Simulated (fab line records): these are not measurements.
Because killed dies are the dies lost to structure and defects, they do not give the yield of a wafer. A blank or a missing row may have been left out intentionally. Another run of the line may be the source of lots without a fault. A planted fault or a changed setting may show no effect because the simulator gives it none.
Which tool did it? ; flow gf180mcu ; 6 lots, 18 wafers sampled, at 2 steps of a route of 602

== WHAT THE GAUGES SHOWED, per wafer ==
GF_VT_IMPLANT_OVL_MEAS_18.
lot;measured;on;VT_IMPLANT_01_OVL (nm)
L280;day 6 20:12;overlay-02;1.0 0.2 -0.1
L287;day 9 00:50;overlay-02;- - -
L291;day 9 16:44;overlay-01;1.5 1.0 0.6
L294;day 10 13:55;overlay-02;-1.6 0.1 0.7
L297;day 11 09:14;overlay-01;0.7 0.1 0.9
L299;day 11 18:08;overlay-02;0.0 0.6 1.4

== WHAT TOOL EACH LOT RAN ON (gives the tool, then ch and the chambers of the sampled wafers, and finally the start) ==
lot;GF_VT_IMPLANT_COAT_13
L280;litho track-03 ch 0, day 6 12:01
L287;litho track-04, day 8 16:29
L291;litho track-04 ch 0, day 9 07:50
L294;litho track-03 ch 0, day 10 04:35
L297;litho track-04 ch 0, day 10 23:41
L299;litho track-04 ch 0, day 11 09:02
- GF_VT_IMPLANT_COAT_13: resist thk 1000 nm.

== THE ANSWER, worked out from the rows above alone ==
Rule: the lots themselves supply what counts as usual. Put in order of their means at a reading, lots are off if they are a third of the lots or fewer, leave a main group of 4 or more, and stand apart from it by a gap of 3 or more times the standard deviation of the main group's means; of several such gaps the widest counts. A main group whose means are all the same, to the digits that the tables above print for the reading, isn't used. Also off: a lot with no number at a reading for which 4 or more lots have one. The other lots that the step has rows for count as sound.
Off: L287, seen at GF_VT_IMPLANT_OVL_MEAS_18 (VT_IMPLANT_01_OVL). Without a number there: L287. Main group: mean 0.5 nm, sd 0.43.
If a tool, at a process step before that reading, ran all the lots that are off and no sound lot after the first of them, it fits. Those tools and the gauges at GF_VT_IMPLANT_OVL_MEAS_18 are tried in the same way. No candidate that was tried fits.

== WHAT THE SIMULATOR PUT IN ==
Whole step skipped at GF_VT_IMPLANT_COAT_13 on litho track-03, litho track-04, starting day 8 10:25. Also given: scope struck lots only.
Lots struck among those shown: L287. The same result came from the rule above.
